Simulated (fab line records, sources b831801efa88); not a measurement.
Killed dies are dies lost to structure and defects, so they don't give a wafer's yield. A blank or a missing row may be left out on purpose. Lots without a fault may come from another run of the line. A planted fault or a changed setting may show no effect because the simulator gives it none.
Which tool did it? | flow sky130 | 11 lots, 33 wafers sampled, at 3 steps of a route of 708

WHAT THE GAUGES READ, wafer by wafer
SKY_LOCAL_INTERCONNECT_THK_MEAS_02: measures by xrf. Usual: LOCAL_INTERCONNECT_TIN_THK 99.2 nm, standard deviation 1.3.
lot  | measured     | on            | LOCAL_INTERCONNECT_TIN_THK (nm) | flag
L384 | day 29 10:25 | film_metro-03 | 100.4 100.3 100.0               |
L386 | day 29 17:11 | film_metro-02 | 98.5 99.0 99.5                  |
L387 | day 30 12:22 | film_metro-02 | 100.8 100.9 100.9               |
L391 | day 31 19:43 | film_metro-02 | 99.4 100.3 99.4                 |
L393 | day 32 13:19 | film_metro-03 | 99.1 99.6 99.7                  |
L395 | day 32 18:59 | film_metro-04 | 98.6 98.0 98.9                  |
L396 | day 32 23:10 | film_metro-04 | 100.5 100.5 100.2               |
L397 | day 33 07:22 | film_metro-02 | 99.5 97.6 97.7                  |
L398 | day 33 17:38 | film_metro-04 | 98.6 97.4 98.2                  |
L405 | day 35 23:11 | film_metro-04 | 97.2 99.0 97.3                  |
L406 | day 35 23:49 | film_metro-02 | 97.5 99.9 99.5                  |

SKY_CONTACT_CD_MEAS_14: target cd 170 nm. Usual: cd_nm 169.9 nm, standard deviation 1.
lot  | measured     | on        | cd_nm (nm)        | flag
L384 | day 31 18:25 | cd_sem-01 | 171.0 169.8 171.1 |
L386 | day 32 02:40 | cd_sem-01 | 169.2 168.9 168.3 |
L387 | day 32 21:30 | cd_sem-02 | 170.1 169.3 168.6 |
L391 | day 34 03:08 | cd_sem-02 | 170.6 169.2 170.9 |
L393 | day 34 20:07 | cd_sem-01 | 167.8 167.7 167.6 |
L395 | day 35 01:05 | cd_sem-01 | 169.1 169.0 169.1 |
L396 | day 35 04:53 | cd_sem-02 | 170.7 170.2 168.7 |
L397 | day 35 13:46 | cd_sem-01 | 167.8 169.7 169.4 |
L398 | day 35 22:46 | cd_sem-01 | 168.0 169.7 167.4 |
L405 | day 38 04:32 | cd_sem-02 | 169.4 169.5 168.4 |
L406 | day 38 05:29 | cd_sem-02 | 169.4 170.8 169.2 |

WHICH TOOL RAN EACH LOT (tool, then ch and the chambers of the sampled wafers, then the start)
lot  | SKY_CONTACT_CVD_00
L384 | pecvd-03 ch 0,1, day 30 14:11
L386 | pecvd-02 ch 0,1, day 30 22:25
L387 | pecvd-01 ch 1,2, day 31 17:36
L391 | pecvd-01 ch 0,1,2, day 32 23:18
L393 | pecvd-01 ch 0,2, day 33 17:16
L395 | pecvd-02 ch 0,1,2, day 33 22:29
L396 | pecvd-01 ch 0,1,2, day 34 02:17
L397 | pecvd-02 ch 0,2, day 34 10:51
L398 | pecvd-01 ch 0,1,2, day 34 20:19
L405 | pecvd-01 ch 1,2, day 37 02:05
L406 | pecvd-02 ch 1,2, day 37 02:38
- SKY_CONTACT_CVD_00: deposits Si3N4, target thk 75 nm.

WHAT THE TOOLS THEMSELVES READ (means of the sampled wafers that have a number; where no wafer has one, the mark that the record gives instead)
SKY_CONTACT_CVD_00. Usual: heater_power_w 687 W, standard deviation 76.
lot  | tool     | heater_power_w (W) | flag
L384 | pecvd-03 | 669                |
L386 | pecvd-02 | 697                |
L387 | pecvd-01 | 672                |
L391 | pecvd-01 | 663                |
L393 | pecvd-01 | 611                |
L395 | pecvd-02 | 706                |
L396 | pecvd-01 | 669                |
L397 | pecvd-02 | 688                |
L398 | pecvd-01 | 680                |
L405 | pecvd-01 | 612                |
L406 | pecvd-02 | 659                |

THE ANSWER, worked out from the rows above alone
Rule: a lot is off if the mean of its wafers that have a number lies more than 3 standard deviations from the usual mean. A lot without any number at a reading at which 4 lots or more have one is off too. The other lots that the step has rows for count as sound. The gauges are gone through in route order, then the tools' own readings, and for those a lot's mean is taken as printed above. The first step at which some lot is off is used, and at that step the reading that is off furthest; a lot without a number counts as furthest.
No lot is off at any reading shown: from this, nothing can be told.

WHAT THE SIMULATOR HAD PUT IN
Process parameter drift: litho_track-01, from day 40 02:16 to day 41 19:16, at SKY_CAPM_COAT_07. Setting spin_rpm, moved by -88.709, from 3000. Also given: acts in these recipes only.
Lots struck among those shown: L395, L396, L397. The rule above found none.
